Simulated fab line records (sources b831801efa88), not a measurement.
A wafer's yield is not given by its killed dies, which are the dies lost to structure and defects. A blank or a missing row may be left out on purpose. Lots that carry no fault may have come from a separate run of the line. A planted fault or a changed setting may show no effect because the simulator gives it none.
A lot that was struck, set against a sound lot -- flow sky130 -- 44 steps out of a route of 708
Sound: these wafers, L821.1, L821.3, L821.6. Struck: wafers L825.3, L825.4 (left out: L825.2, a lot-mate that was not struck); the cause follows at the end.
For every step that has rows: the tool of each side, followed by ch and its chambers, followed by its first start. Under that, the readings that differ: sound wafers -- struck wafers -- difference of the means -- sigmas: that difference in standard deviations of wafers without a fault.
alike: same words and numbers on both sides, and readings whose means sit less than 2 such deviations apart. not compared: any withheld reading, any reading some wafer has no value for, any bound like >300 that may hide the same value, and any number with overlapping values for which the record gives no deviation.
The two part at a step that has a row with sigmas, a row that says differs or no value, or rows on one side only. Non-overlapping numbers with no deviation appear without sigmas and do not part them. Lack of a reading on every wafer of one side parts them only where that side has two or more wafers.

first, 2 steps without rows for these wafers: SKY_VIA2_CLEAN_18 (cleans in IPA, time 180 s); SKY_VIA2_CLEAN_19 (cleans in O3/DIW).
SKY_VIA2_SPUTTER_20: material TiN, target thk 20 nm, time 80 s.
  sound: pvd-sputter-04 at day 41 16:37; struck: pvd-sputter-02 at day 42 10:14
  alike: throttle-valve-pct
then, 1 step without rows for these wafers: SKY_VIA2_CVD_21 (deposits W, target thk 420 nm, time 126.4 s).
SKY_VIA2_RS_MEAS_22: a four-point-probe measurement.
  sound: film-metro-02 at day 41 16:49; struck: film-metro-02 at day 42 10:27
  alike: VIA2_W_RS
SKY_VIA2_THK_MEAS_23: measures by xrf.
  sound: film-metro-02 at day 41 16:56; struck: film-metro-02 at day 42 10:34
  alike: VIA2_W_THK
SKY_VIA2_CMP_24: polishes, stops on SiO2, t overpolish 20 s, target thk 0 nm.
  sound on cmp-02 ch 0,1, day 41 16:59; struck on cmp-02 ch 0,1, day 42 10:40
  alike: motor-current-A, overpolish-run-s, time-to-endpoint-s
then, 1 step without rows for these wafers: SKY_METAL3_SPUTTER_00 (material Ti, target thk 15 nm, time 10 s).
SKY_METAL3_SPUTTER_01: material TiN, target thk 20 nm, time 16.7 s.
  sound: pvd-sputter-03 at day 41 17:19; struck: pvd-sputter-01 at day 42 10:56
  alike: throttle-valve-pct
then, 1 step without rows for these wafers: SKY_METAL3_SPUTTER_02 (material AlCu, target thk 735 nm, time 39.1 s).
SKY_METAL3_SPUTTER_03: material Ti, target thk 5 nm, time 3.3 s.
  sound: pvd-sputter-03 at day 41 17:23; struck: pvd-sputter-01 at day 42 10:59
  alike: throttle-valve-pct
then, 1 step without rows for these wafers: SKY_METAL3_SPUTTER_04 (material TiN, target thk 70 nm, time 58.3 s).
SKY_CAPM_CVD_00: deposits SiO2, target thk 15.5 nm.
  sound on pecvd-02 ch 0,1, day 41 17:26; struck on pecvd-02 ch 1,2, day 42 11:04
reading,sound,struck,difference,sigmas
rf-fwd-power-W (W),439.6 443.1 441.8,- -,no value on the struck wafers,
model.SiO2_of_CAPM_CVD_00.thk-nm (nm),15.04 15.18 15.57,13.67 13.59,-1.63,
  alike: heater-power-w
SKY_CAPM_THK_MEAS_01:
  sound: film-metro-02 at day 41 17:28; struck: film-metro-03 at day 42 11:05
reading,sound,struck,difference,sigmas
CAPM_CVD_00_THK (nm),15.04 15.18 15.56,13.64 13.59,-1.64,-7
then, 1 step without rows for these wafers: SKY_CAPM_SPUTTER_02 (material TiN, target thk 200 nm, time 171.6 s).
SKY_CAPM_RS_MEAS_03: a four-point-probe measurement.
  sound: film-metro-03 at day 41 17:38; struck: film-metro-03 at day 42 11:16
  alike: CAPM_TIN_RS
SKY_CAPM_THK_MEAS_04: measures by xrf.
  sound: film-metro-03 at day 41 17:45; struck: film-metro-03 at day 42 11:23
  alike: CAPM_TIN_THK
then, 7 steps without rows for these wafers: SKY_CAPM_DEHYDRATE_05 (time 60 s); SKY_CAPM_HMDS_06 (prime time 60 s); SKY_CAPM_COAT_07 (resist thk 1140 nm); SKY_CAPM_SOFTBAKE_08 (time 60 s); SKY_CAPM_EXPOSE_09 (exposes mask CAPM, target cd 1000 nm); SKY_CAPM_PEB_10; SKY_CAPM_DEVELOP_11 (develop time 60 s).
SKY_CAPM_OVL_MEAS_12:
  sound: overlay-01 at day 42 18:53; struck: overlay-02 at day 43 11:29
  alike: CAPM_OVL
then, 1 step without rows for these wafers: SKY_CAPM_METAL_ETCH_13 (etches TiN in Cl2/BCl3, stops on SiO2, target depth 220 nm, time 62.9 s).
SKY_CAPM_STRIP_14: strips in O2/N2.
  sound on plasma-asher-02 ch 0,1, day 42 19:00; struck on plasma-asher-01 ch 0,1, day 43 11:36
  alike: drypump-motor-current-A, oes-product-au, strip-time-to-endpoint-s
  not compared: rf-hours-counter-h
then, 11 steps without rows for these wafers: SKY_CAPM_STRIP_15 (strips in post etch residue remover, time 1200 s); SKY_CAPM_CLEAN_16 (cleans in IPA, time 180 s); SKY_CAPM_CLEAN_17 (cleans in O3/DIW); SKY_METAL3_DEHYDRATE_05 (time 60 s); SKY_METAL3_HMDS_06 (prime time 60 s); SKY_METAL3_COAT_07 (resist thk 60 nm); SKY_METAL3_COAT_08 (resist thk 1140 nm); SKY_METAL3_SOFTBAKE_09 (time 90 s); SKY_METAL3_EXPOSE_10 (exposes mask MM3, target cd 300 nm); SKY_METAL3_PEB_11; SKY_METAL3_DEVELOP_12 (develop time 60 s).
SKY_METAL3_CD_MEAS_13: target cd 300 nm.
  sound: cd-sem-01 at day 43 20:13; struck: cd-sem-01 at day 44 11:07
  alike: cd-nm
SKY_METAL3_OVL_MEAS_14:
  sound: overlay-02 at day 43 20:20; struck: overlay-02 at day 44 11:14
  alike: METAL3_OVL
then, 2 steps without rows for these wafers: SKY_METAL3_DESCUM_15 (chemistry O2, time 8 s); SKY_METAL3_ETCH_16 (etches BARC in N2/H2, stops on SiO2, time 88.2 s, target depth 60 nm).
SKY_METAL3_ETCH_17: etches SiO2 in C4F8/O2/Ar, stops on TiN, time 3.9 s, target depth 15 nm.
  sound on rie-diel-02 ch 1,3, day 43 20:29; struck on rie-diel-04 ch 1,3, day 44 11:23
reading,sound,struck,difference,sigmas
oes-product-au (a.u.),0.738 0.746 0.756,0.712 0.701,-0.040,-5
  alike: rf-fwd-power-W
  not compared: rf-hours-counter-h
-- the record jumps here: 6 days lie between the struck wafers' starts before and after (it left off in module METAL3 and takes up again in module PAD_OPEN, whose first step shown is number 708 of the route) --
SKY_PAD_OPEN_PROBE_99:
  sound: prober-01 at day 50 09:56; struck: prober-01 at day 50 22:03
reading,sound,struck,difference,sigmas
killed_at_M4_up,7 5 6,2 2,-4,-2
model.etest.cap-mim.bv-v (V),13.6 14.33 13.49,12.1 12.53,-1.5,
model.etest.cap-mim.leak-log10-a-cm2,-9.138 -8.829 -8.973,-8.343 -8.293,+0.662,
model.etest.cap-mim.c-ff-um2,2.409 2.383 2.333,2.648 2.669,+0.284,
  alike: defect-limited-yield, killed_at_M0_to_M3, killed-at-contacts, killed-at-front-end, killed-at-other, killed-dies, killed-open, killed-short, sort_bin_3_pad_short, sort_bin_5_function, sort_bin_6_memory, sort-n-pass, sort-yield-pct

WHERE THEY PART
First at SKY_CAPM_CVD_00; last, within this record, at SKY_PAD_OPEN_PROBE_99.

WHY: what had been put in by the simulator
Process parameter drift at SKY_CAPM_CVD_00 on pecvd-02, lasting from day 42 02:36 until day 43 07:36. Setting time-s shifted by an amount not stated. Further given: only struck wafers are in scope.
